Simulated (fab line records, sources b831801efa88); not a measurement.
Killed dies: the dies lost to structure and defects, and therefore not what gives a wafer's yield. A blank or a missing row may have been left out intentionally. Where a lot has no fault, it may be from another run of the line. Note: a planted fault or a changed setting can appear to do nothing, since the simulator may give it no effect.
A struck lot beside a sound one    flow gf180mcu    27 steps out of a route of 602
Sound: the wafers L849.3, L849.4, L849.5. Wafers struck: L861.1, L861.2, L861.5. The cause is named last.
At each step with rows: each side's tool, then ch and its chambers, then its first start. Under that, the readings that differ: sound wafers    struck wafers    difference of the means    sigmas: that difference in standard deviations of wafers without a fault.
alike: readings with means less than 2 such deviations apart, plus words and numbers identical on both sides. not compared: withheld readings, readings lacking a value on some wafer, bounds such as >300 that could conceal the same value, and numbers that have no deviation in the record and whose values overlap.
The two part at a step that has a row with sigmas, a row that says differs or no value, or rows on one side only. When numbers do not overlap yet have no deviation, they are printed without sigmas and do not part them. Lack of a reading on every wafer of one side parts them only where that side has two or more wafers.

GF_NWELL_STRIP_10: strips in O2/N2.
  sound on plasma-asher-01 ch 0,1, day 3 13:01; struck on plasma-asher-01 ch 0,1, day 6 06:02
  alike: drypump-motor-current-A, heater-power-w, oes-product-au, strip-time-to-endpoint-s
  not compared: rf-hours-counter-h
GF_NWELL_TW_MEAS_11:
  struck on film-metro-03, day 6 06:08; sound on film-metro-02, day 3 13:06
  alike: NWELL_TW
then, 7 steps without rows for these wafers: GF_LVPWELL_DEHYDRATE_00 (time 60 s); GF_LVPWELL_HMDS_01 (prime time 60 s); GF_LVPWELL_COAT_02 (resist thk 3000 nm); GF_LVPWELL_SOFTBAKE_03; GF_LVPWELL_EXPOSE_04 (exposes mask LVPWELL, target cd 600 nm); GF_LVPWELL_PEB_05; GF_LVPWELL_DEVELOP_06 (develop time 60 s).
GF_LVPWELL_OVL_MEAS_07:
  struck on overlay-02, day 6 21:02; sound on overlay-02, day 4 02:07
  alike: LVPWELL_OVL
then, 2 steps without rows for these wafers: GF_LVPWELL_IMPLANT_08; GF_LVPWELL_IMPLANT_09.
GF_LVPWELL_STRIP_10: strips in O2/N2.
  sound on plasma-asher-02 ch 0,1, day 4 02:29; struck on plasma-asher-02 ch 0,1, day 6 21:23
reading                                    sound              struck             difference                     sigmas
oes-product-au (a.u.)                      0.724 0.725 0.723  0.941 0.951 0.945  +0.222                         +52
strip-time-to-endpoint-s (s)               36.99 37.01 37.05  - - -              no value on the struck wafers  
model.coat_of_LVPWELL_COAT_02.thk-nm (nm)  0 0 0              1267 1267 1264     +1266                          
  alike: drypump-motor-current-A, heater-power-w
  not compared: rf-hours-counter-h
GF_LVPWELL_TW_MEAS_11:
  struck on film-metro-04, day 6 21:29; sound on film-metro-04, day 4 02:34
  alike: LVPWELL_TW
then, 7 steps without rows for these wafers: GF_MVSD_DEHYDRATE_00 (time 60 s); GF_MVSD_HMDS_01 (prime time 60 s); GF_MVSD_COAT_02 (resist thk 3000 nm); GF_MVSD_SOFTBAKE_03; GF_MVSD_EXPOSE_04 (exposes mask MVSD, target cd 1000 nm); GF_MVSD_PEB_05; GF_MVSD_DEVELOP_06 (develop time 60 s).
GF_MVSD_OVL_MEAS_07:
  struck on overlay-02, day 7 12:38; sound on overlay-02, day 4 16:06
  alike: MVSD_OVL
then, 2 steps without rows for these wafers: GF_MVSD_IMPLANT_08; GF_MVSD_IMPLANT_09.
GF_MVSD_STRIP_10: strips in O2/N2.
  sound on plasma-asher-04 ch 0,1, day 4 16:28; struck on plasma-asher-03 ch 0,1, day 7 12:59
reading                       sound              struck             difference  sigmas
strip-time-to-endpoint-s (s)  37.11 37.13 36.99  55.86 55.80 55.79  +18.74      +99 or more
  alike: drypump-motor-current-A, heater-power-w, oes-product-au
  not compared: rf-hours-counter-h
GF_MVSD_TW_MEAS_11:
  struck on film-metro-03, day 7 13:05; sound on film-metro-03, day 4 16:33
reading  sound           struck    difference  sigmas
MVSD_TW  1591 1589 1588  30 30 30  -1559       -99 or more
then, 1 step without rows for these wafers: GF_MVPSD_DEHYDRATE_00 (time 60 s).

## WHERE THEY PART
Last at GF_MVSD_TW_MEAS_11 as far as this record goes, first at GF_LVPWELL_STRIP_10.

WHY: the cause the simulator had injected
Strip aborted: plasma-asher-02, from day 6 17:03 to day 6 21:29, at GF_LVPWELL_STRIP_10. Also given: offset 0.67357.
